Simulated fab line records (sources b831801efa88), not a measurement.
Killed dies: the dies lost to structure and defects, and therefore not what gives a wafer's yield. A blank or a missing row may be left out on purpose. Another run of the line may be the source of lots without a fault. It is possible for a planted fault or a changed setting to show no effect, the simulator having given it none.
Problem report, 8D (eight disciplines) form, completed by code || flow gf180mcu || the parts of the form that need people (team, actions taken, sign-off) are left out

## 1. THE PROBLEM
time to endpoint s at GF_V1_CMP_04 reads a mean of 103 s on 3 wafers of 2 lots; wafers without a fault read 76 s with a standard deviation of 5.5. Relative to the usual mean, that is a shift of +4.9 standard deviations.
The step: polishes SiO2.
First observed at day 21 08:10: wafer L155.4, on cmp-02. The record has a number at this step for 36 wafers belonging to 12 lots. By rule, "out" or "out of limits" means more than 4 standard deviations away from the usual mean. Any other wafer with a number is counted as sound.

## 2. WHAT IT IS AND WHAT IT IS NOT
{"question": "which readings at this step", "is": "time to endpoint s", "is not": "motor current A"}
{"question": "which lots", "is": "L155, L158", "is not": "L145, L146, L147, L149, L150, L153, L164, L165, L166, L167"}
{"question": "which wafers of those lots", "is": "L155.3, L155.4, L158.6", "is not": "L155.5, L158.1, L158.2"}
{"question": "read on which tools", "is": "cmp-02", "is not": "cmp-01"}
{"question": "when", "is": "from day 21 08:10", "is not": "up to then (19 sound wafers); but 14 sound wafers of L158, L164, L165, L166, L167 came after"}

## 3. WHAT RULES OUT EACH SUSPECT
Counting: if a tool at a process step up to the reading ran every lot that is out, it stays a suspect. Sound lots after the first of them don't rule it out here, since some wafers of a struck lot are sound.
- cmp-02 at GF_V1_CMP_04 (polishes SiO2): kept. Every lot that is out went through it, the first being L155 (day 21 08:10); the last sound lot it ran before that was L150 (day 19 13:49). Out on those wafers are its own readings of time to endpoint s.
Left after counting: cmp-02 at GF_V1_CMP_04.

## 4. THE CAUSE (what the simulator had put in)
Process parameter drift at GF_V1_CMP_04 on cmp-02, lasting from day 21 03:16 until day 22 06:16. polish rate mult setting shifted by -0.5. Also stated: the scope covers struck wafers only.
The count eliminated every tool but this one.

## 5. SEQUENCE OF EFFECTS, ordered by route
Rows list readings where the struck wafers' mean (over those with a number) sits beyond 3 standard deviations from the usual. Only readings for which the record gives a usual standard deviation are gone through. hours: the time from each lot's start at the first step in this table that gives one to its start at this step, as a median over the lots. sigmas: the change in usual standard deviations.
{"hours": 0, "step": "GF_V1_CMP_04", "reading": "time to endpoint s", "usual": "76 s", "on struck wafers": 103, "change": "+27", "sigmas": "+4.9"}
{"hours": "-", "step": "GF_V1_ETCH_17", "reading": "oes product au", "usual": "0.855 a.u.", "on struck wafers": 0.914, "change": "+0.059", "sigmas": "+12"}
Its process steps:
- GF_V1_CMP_04: polishes SiO2.
- GF_V1_ETCH_17: etches SiO2 in C4F8/O2/Ar, stops on TiN, target depth 630 nm.
At these later measuring or inspecting steps, every struck wafer for which the step has a row has a number for every such reading, and none has moved that far: GF_V1_BOW_MEAS_05.

## 6. HOW IT WOULD HAVE BEEN CAUGHT EARLIER
First out-of-limits reading in this record: day 21 08:10, which is 5 hours after fault onset at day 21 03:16.
